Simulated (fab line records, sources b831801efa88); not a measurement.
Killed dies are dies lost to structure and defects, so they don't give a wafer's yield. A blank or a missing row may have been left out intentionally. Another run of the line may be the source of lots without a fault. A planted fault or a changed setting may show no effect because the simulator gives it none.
fab line records -- flow gf180mcu
[record] lots = 13, wafers = 39, last_day = 34
route steps=602 shown HV_LDD@211 V1@339 M2@363
lots untouched by any fault: they come from a run of this same line in which no faults occurred
start_h: hours from the record's first day to the start of the lot's first wafer shown -- wait_h: hours since the lot's step before -- " the same as in the row above -- L1.1+2: a single row standing in for several wafers -- - no value present, or no start provided -- * or withheld: withheld -- < > ~ a bound
route shown NAME@n: NAME is a module with steps in the file, n the number in the route of the first one -- usual: mean and standard deviation over wafers with no fault -- same: alike in all rows -- chamber/n: place in a boat -- sites: the reading at each site -- _std_site: standard deviation across them -- _edge_site: inner sites' mean taken away from outer sites' mean -- radius_mm: how far each site lies from the wafer's centre -- mask NAME#n: copy n -- behind: the tool/chamber that last shaped the wafer -- hold: the reason the lot was held/the length of the hold in hours/how it ended -- device: transistor that didn't switch, given as n, p or np -- end of line: the same wafers' tests at the end of the route -- a step given without rows: its recipe and nothing more -- killed: not the wafer's yield, but the dies lost to structure and defects at the first sort -- map: the dies of a wafer, with x for killed, . for not killed, _ for no die there
set.NAME: the run value of the setting; set.NAME@STEP: its run value at that earlier step -- model.NAME: the simulator's own value behind a step, which no gauge read
route steps across a sampled set of lots; one table per step, one row per wafer
services: the hour from which a tool's chamber was out of use, counted from the record's first day as start_h (under 0 if before that day), plus the number of hours and why
[[steps]]
[step GF_HV_LDD_IMPLANT_35]
[recipe] species = P, energy_kev = 60, dose_cm2 = 7.5e+12, tilt_deg = 30, rotation_deg = 180
[usual] dose_ions_cm2 = 7.5e+12/8.5e+09, faraday_current_uA = 42.4/0.82, rotation_deg = 180.00/0.034
lot.wafer,tool,chamber,start_h,wait_h,dose_ions_cm2,faraday_current_uA,rotation_deg
L216.2,implanter-02,0,266.36,0.1,7.497e+12,41.8,180.04
L216.3,implanter-02,0,266.36,0.1,7.497e+12,41.7,180.01
L216.4,implanter-02,0,266.36,0.1,7.477e+12,41.6,179.99
L217.1,implanter-02,0,274.19,0.1,7.501e+12,42.6,179.95
L217.3,implanter-02,0,274.19,0.1,7.501e+12,41.6,179.99
L217.5,implanter-02,0,274.19,0.1,7.5e+12,42.1,180.00
L218.1,implanter-02,0,278.39,0.1,7.499e+12,41.8,179.96
L218.2,implanter-02,0,278.39,0.1,7.491e+12,43.0,180.01
L218.4,implanter-02,0,278.39,0.1,7.493e+12,43.5,180.00
L219.3,implanter-02,0,288.94,0.1,7.496e+12,42.9,179.99
L219.5,implanter-02,0,288.94,0.1,7.51e+12,41.3,179.97
L219.6,implanter-02,0,288.94,0.1,7.508e+12,41.4,180.00
L220.2,implanter-02,0,293.53,0.1,7.503e+12,43.4,180.04
L220.4,implanter-02,0,293.53,0.1,7.495e+12,41.5,179.99
L220.6,implanter-02,0,293.53,0.1,7.49e+12,41.8,180.00
L222.2,implanter-02,0,310.13,0.1,6.325e+12,35.1,179.98
L222.3,implanter-02,0,310.13,0.1,6.337e+12,36.4,180.03
L222.6,implanter-02,0,310.13,0.1,6.33e+12,36.8,179.96
L224.4,implanter-02,0,320.77,0.1,6.318e+12,35.2,179.98
L224.5,implanter-02,0,320.77,0.1,6.331e+12,35.9,180.00
L224.6,implanter-02,0,320.77,0.1,6.316e+12,36.0,180.01
L232.3,implanter-04,0,388.84,0.1,7.492e+12,41.7,180.02
L232.5,implanter-04,0,388.84,0.1,7.499e+12,42.6,179.99
L232.6,implanter-04,0,388.84,0.1,7.503e+12,41.3,180.01
L233.1,implanter-02,0,395.15,0.1,7.506e+12,42.6,180.00
L233.3,implanter-02,0,395.15,0.1,7.501e+12,42.5,180.03
L233.4,implanter-02,0,395.15,0.1,7.5e+12,42.6,180.00
L234.2,implanter-03,0,403.76,0.1,7.513e+12,42.3,180.01
L234.3,implanter-03,0,403.76,0.1,7.515e+12,41.3,180.02
L234.4,implanter-03,0,403.76,0.1,7.499e+12,41.5,180.05
L235.1,implanter-04,0,408.34,0.1,7.492e+12,42.9,179.96
L235.2,implanter-04,0,408.34,0.1,7.498e+12,42.3,180.01
L235.5,implanter-04,0,408.34,0.1,7.491e+12,41.7,180.00
L236.2,implanter-04,0,416.91,0.1,7.492e+12,42.1,180.00
L236.3,implanter-04,0,416.91,0.1,7.493e+12,41.6,179.98
L236.6,implanter-04,0,416.91,0.1,7.515e+12,41.1,180.01
L237.1,implanter-04,0,437.29,0.1,7.508e+12,41.4,179.90
L237.4,implanter-04,0,437.29,0.1,7.51e+12,41.7,179.98
L237.6,implanter-04,0,437.29,0.1,7.495e+12,42.0,180.02
[step GF_HV_LDD_RS_MEAS_53]
[recipe] thk_meas_gauge = four-point-probe
[usual] HV_LDD_RS = 418.6/0.85
lot.wafer,tool,chamber,start_h,wait_h,HV_LDD_RS[ohm/sq]
L216.2,film_metro-03,-,286.94,0.1,419.8
L216.3,film_metro-03,-,286.94,0.1,418.4
L216.4,film_metro-03,-,286.94,0.1,420.4
L217.1,film_metro-04,-,294.97,0.1,417.6
L217.3,film_metro-04,-,294.97,0.1,417.9
L217.5,film_metro-04,-,294.97,0.1,418.9
L218.1,film_metro-03,-,298.99,0.1,419.0
L218.2,film_metro-03,-,298.99,0.1,419.8
L218.4,film_metro-03,-,298.99,0.1,419.7
L219.3,film_metro-04,-,309.98,0.1,418.2
L219.5,film_metro-04,-,309.98,0.1,419.8
L219.6,film_metro-04,-,309.98,0.1,418.9
L220.2,film_metro-03,-,315.34,0.1,417.8
L220.4,film_metro-03,-,315.34,0.1,418.3
L220.6,film_metro-03,-,315.34,0.1,419.7
L222.2,film_metro-04,-,332.23,0.1,422.3
L222.3,film_metro-04,-,332.23,0.1,421.1
L222.6,film_metro-04,-,332.23,0.1,422.4
L224.4,film_metro-02,-,343.18,0.1,420.7
L224.5,film_metro-02,-,343.18,0.1,421.4
L224.6,film_metro-02,-,343.18,0.1,422.3
L232.3,film_metro-03,-,412.86,0.1,419.6
L232.5,film_metro-03,-,412.86,0.1,418.9
L232.6,film_metro-03,-,412.86,0.1,419.4
L233.1,film_metro-04,-,419.17,0.1,419.0
L233.3,film_metro-04,-,419.17,0.1,419.2
L233.4,film_metro-04,-,419.17,0.1,419.5
L234.2,film_metro-04,-,427.68,0.1,417.4
L234.3,film_metro-04,-,427.68,0.1,417.8
L234.4,film_metro-04,-,427.68,0.1,418.1
L235.1,film_metro-04,-,432.61,0.1,419.6
L235.2,film_metro-04,-,432.61,0.1,419.4
L235.5,film_metro-04,-,432.61,0.1,417.5
L236.2,film_metro-02,-,441.80,0.1,418.9
L236.3,film_metro-02,-,441.80,0.1,418.0
L236.6,film_metro-02,-,441.80,0.1,418.3
L237.1,film_metro-02,-,462.57,0.1,418.5
L237.4,film_metro-02,-,462.57,0.1,418.3
L237.6,film_metro-02,-,462.57,0.1,419.0
[step GF_V1_CMP_04]
[recipe] material = SiO2, down_force_psi = 4, platen_rpm = 60, pad_velocity_m_s = 0.94248
[usual] motor_current_A = 11.7/1.2, time_to_endpoint_s = 82/6
lot.wafer,tool,chamber,start_h,wait_h,motor_current_A,time_to_endpoint_s
L216.2,cmp-01,2,403.60,0.1,10.6,82
L216.3,cmp-01,3,403.60,0.1,9.9,79
L216.4,cmp-01,0,403.60,0.1,11.0,87
L217.3,cmp-02,3,412.63,0.0,12.4,82
L217.1,cmp-02,1,412.63,0.0,11.9,77
L217.5,cmp-02,3,412.63,0.0,11.7,83
L218.1,cmp-02,2,415.43,0.1,14.3,72
L218.2,cmp-02,3,415.43,0.1,12.3,73
L218.4,cmp-02,0,415.43,0.1,11.5,78
L219.3,cmp-02,1,431.78,0.4,12.2,79
L219.5,cmp-02,3,431.78,0.4,12.8,85
L219.6,cmp-02,0,431.78,0.4,11.4,91
L220.4,cmp-02,3,435.92,0.0,12.2,83
L220.2,cmp-02,1,435.92,0.0,12.0,83
L220.6,cmp-02,0,435.92,0.0,11.3,90
L222.3,cmp-02,3,455.68,0.1,12.4,79
L222.2,cmp-02,0,455.68,0.1,11.2,80
L222.6,cmp-02,1,455.68,0.1,11.6,81
L224.4,cmp-02,2,467.08,0.1,13.9,94
L224.5,cmp-02,0,467.08,0.1,12.1,84
L224.6,cmp-02,1,467.08,0.1,12.2,87
L232.3,cmp-01,0,540.26,0.2,10.9,85
L232.5,cmp-01,1,540.26,0.2,11.1,88
L232.6,cmp-01,2,540.26,0.2,11.1,93
L233.4,cmp-01,3,546.08,0.0,9.8,73
L233.3,cmp-01,1,546.08,0.0,11.8,76
L233.1,cmp-01,2,546.08,0.0,10.9,85
L234.4,cmp-01,2,555.38,0.1,11.0,88
L234.2,cmp-01,3,555.38,0.1,9.9,78
L234.3,cmp-01,0,555.38,0.1,11.2,79
L235.1,cmp-01,0,558.63,0.1,12.0,75
L235.2,cmp-01,1,558.63,0.1,11.1,71
L235.5,cmp-01,0,558.63,0.1,11.1,78
L236.3,cmp-02,0,566.87,0.1,12.4,80
L236.2,cmp-02,1,566.87,0.1,11.7,76
L236.6,cmp-02,3,566.87,0.1,11.9,86
L237.4,cmp-01,0,585.88,0.0,11.3,84
L237.1,cmp-01,1,585.88,0.0,10.9,79
L237.6,cmp-01,0,585.88,0.0,11.1,92
[step GF_V1_CMP_26]
[recipe] stop_on = SiO2, down_force_psi = 3.5, platen_rpm = 60, t_overpolish_s = 15, target_thk_nm = 0, pad_velocity_m_s = 0.94248
[usual] motor_current_A = 10.7/1.1, overpolish_run_s = 15.001/0.0083, time_to_endpoint_s = 85/3.5
lot.wafer,tool,chamber,start_h,wait_h,motor_current_A,overpolish_run_s,time_to_endpoint_s
L216.3,cmp-01,2,428.55,0.1,9.6,15.005,88
L216.4,cmp-01,3,428.55,0.1,8.9,14.991,82
L216.2,cmp-01,0,428.55,0.1,10.2,15.005,89
L217.3,cmp-02,0,438.26,0.0,11.2,14.996,85
L217.1,cmp-02,1,438.26,0.0,11.2,14.997,84
L217.5,cmp-02,1,438.26,0.0,11.1,14.986,82
L218.4,cmp-02,1,440.91,0.1,10.8,15.001,84
L218.2,cmp-02,2,440.91,0.1,12.8,14.996,84
L218.1,cmp-02,3,440.91,0.1,10.9,15.004,80
L219.3,cmp-01,1,458.06,0.0,10.5,15.014,90
L219.6,cmp-01,1,458.06,0.0,10.1,14.993,90
L219.5,cmp-01,2,458.06,0.0,10.0,15.012,89
L220.2,cmp-02,0,461.86,0.0,10.5,14.982,83
L220.4,cmp-02,2,461.86,0.0,13.0,15.011,80
L220.6,cmp-02,1,461.86,0.0,11.1,15.011,82
L222.2,cmp-02,1,481.86,0.1,11.1,15.003,84
L222.3,cmp-02,2,481.86,0.1,12.8,14.993,85
L222.6,cmp-02,0,481.86,0.1,10.4,15.001,84
L224.4,cmp-02,0,491.96,0.1,11.4,15.010,81
L224.6,cmp-02,2,491.96,0.1,13.2,15.008,83
L224.5,cmp-02,3,491.96,0.1,11.5,14.997,83
L232.3,cmp-02,3,563.99,0.1,10.7,14.995,84
L232.5,cmp-02,2,563.99,0.1,13.6,15.008,86
L232.6,cmp-02,3,563.99,0.1,11.7,15.004,88
L233.4,cmp-02,2,569.72,0.0,12.6,14.999,88
L233.1,cmp-02,3,569.72,0.0,11.1,15.002,85
L233.3,cmp-02,0,569.72,0.0,10.2,15.000,87
L234.2,cmp-01,2,579.93,0.5,9.5,15.004,89
L234.4,cmp-01,0,579.93,0.5,10.3,14.999,82
L234.3,cmp-01,1,579.93,0.5,10.6,14.998,83
L235.2,cmp-01,2,582.94,0.3,9.9,14.995,91
L235.1,cmp-01,1,582.94,0.3,10.4,14.995,88
L235.5,cmp-01,3,582.94,0.3,9.0,15.006,83
L236.2,cmp-01,3,589.87,0.0,9.2,15.000,84
L236.3,cmp-01,2,589.87,0.0,10.0,14.996,93
L236.6,cmp-01,3,589.87,0.0,9.2,15.013,84
L237.4,cmp-02,0,608.81,0.1,10.5,15.007,85
L237.1,cmp-02,1,608.81,0.1,11.0,15.023,86
L237.6,cmp-02,3,608.81,0.1,11.4,14.997,85
[step GF_M2_SPUTTER_01]
[recipe] material = TiN, target_thk_nm = 30, power_w = 6500, time_s = 25, chamber_pressure_pa = 0.4
[usual] throttle_valve_pct = 30.2/1
lot.wafer,tool,chamber,start_h,wait_h,throttle_valve_pct
L216.2,pvd_sputter-02,-,428.95,0.1,29.7
L216.3,pvd_sputter-02,-,428.95,0.1,30.9
L216.4,pvd_sputter-02,-,428.95,0.1,29.7
L217.1,pvd_sputter-01,-,438.66,0.1,31.5
L217.3,pvd_sputter-01,-,438.66,0.1,28.3
L217.5,pvd_sputter-01,-,438.66,0.1,31.5
L218.1,pvd_sputter-02,-,441.26,0.1,29.8
L218.2,pvd_sputter-02,-,441.26,0.1,30.8
L218.4,pvd_sputter-02,-,441.26,0.1,29.5
L219.3,pvd_sputter-04,-,458.46,0.1,31.3
L219.5,pvd_sputter-04,-,458.46,0.1,31.0
L219.6,pvd_sputter-04,-,458.46,0.1,30.5
L220.2,pvd_sputter-04,-,462.26,0.1,31.2
L220.4,pvd_sputter-04,-,462.26,0.1,30.5
L220.6,pvd_sputter-04,-,462.26,0.1,29.0
L222.2,pvd_sputter-04,-,482.21,0.1,31.2
L222.3,pvd_sputter-04,-,482.21,0.1,30.5
L222.6,pvd_sputter-04,-,482.21,0.1,31.3
L224.4,pvd_sputter-02,-,492.26,0.1,29.8
L224.5,pvd_sputter-02,-,492.26,0.1,30.6
L224.6,pvd_sputter-02,-,492.26,0.1,29.6
L232.3,pvd_sputter-02,-,564.34,0.1,30.4
L232.5,pvd_sputter-02,-,564.34,0.1,31.0
L232.6,pvd_sputter-02,-,564.34,0.1,30.6
L233.1,pvd_sputter-01,-,570.12,0.1,31.5
L233.3,pvd_sputter-01,-,570.12,0.1,29.1
L233.4,pvd_sputter-01,-,570.12,0.1,31.6
L234.2,pvd_sputter-01,-,580.33,0.1,31.6
L234.3,pvd_sputter-01,-,580.33,0.1,29.4
L234.4,pvd_sputter-01,-,580.33,0.1,27.9
L235.1,pvd_sputter-04,-,583.34,0.1,30.2
L235.2,pvd_sputter-04,-,583.34,0.1,30.8
L235.5,pvd_sputter-04,-,583.34,0.1,29.2
L236.2,pvd_sputter-02,-,590.27,0.1,29.6
L236.3,pvd_sputter-02,-,590.27,0.1,29.7
L236.6,pvd_sputter-02,-,590.27,0.1,29.5
L237.1,pvd_sputter-01,-,609.16,0.1,31.5
L237.4,pvd_sputter-01,-,609.16,0.1,28.3
L237.6,pvd_sputter-01,-,609.16,0.1,28.5
[[services]]
tool,chamber,start_h,hours,kind
pvd_sputter-01,-,272.98,10.1,repair
pvd_sputter-01,-,303.14,10.4,repair
pvd_sputter-02,-,305.26,2.0,repair
pvd_sputter-04,-,344.15,6.3,repair
pvd_sputter-02,-,356.47,1.5,repair
cmp-01,-,373.65,2.5,repair
cmp-01,-,391.69,1.0,repair
cmp-02,-,404.00,4.0,pm
implanter-02,-,410.59,5.2,repair
pvd_sputter-02,-,418.40,2.2,repair
cmp-02,-,443.55,5.8,pm
cmp-01,-,460.01,7.6,pm
cmp-01,-,472.18,5.2,repair
cmp-02,-,497.91,3.0,repair
cmp-01,-,504.32,4.2,repair
pvd_sputter-02,-,520.89,0.6,repair
implanter-02,-,549.50,1.2,repair
cmp-01,-,572.11,4.0,pm
cmp-02,-,575.66,11.2,repair
pvd_sputter-02,-,577.15,8.9,repair
cmp-02,-,586.88,19.9,pm
implanter-02,-,589.49,3.7,pm
cmp-01,-,590.80,0.4,repair
cmp-01,-,606.97,16.2,pm
[[key]]
[first_sign] step = GF_HV_LDD_IMPLANT_35, reading = dose_ions_cm2, direction = down, sigmas = 99+, usual = 7.5e+12, struck = 6.326e+12
[effect] step = GF_HV_LDD_IMPLANT_35, reading = faraday_current_uA, direction = down, sigmas = 7.9, usual = 42.4, struck = 35.9
[effect] step = GF_HV_LDD_RS_MEAS_53, reading = HV_LDD_RS, direction = up, sigmas = 3.7, usual = 418.6, struck = 421.7
met_at GF_HV_LDD_IMPLANT_35
struck_lots L222,L224
tester_left_out L222,L224
not_acting_at GF_V1_CMP_04,GF_V1_CMP_26,GF_M2_SPUTTER_01
onset_between 293.53 310.13
[fault] kind = process_parameter_drift, tool = implanter-02, chamber = -, onset_h = 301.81, steps = GF_HV_LDD_IMPLANT_35, channel = dose_cm2, offset = -1.1847e+12, shape = step, end_h = 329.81, acts_in = these_recipes_only, stated = 7.5e+12
// tester_left_out: of these lots the tester's yield and bins aren't shown, on N5 and GAA mostly nor the transistor test; their killed dies are dies lost to structure and defects alone, not to doping, threshold or leakage, so they don't give the yield
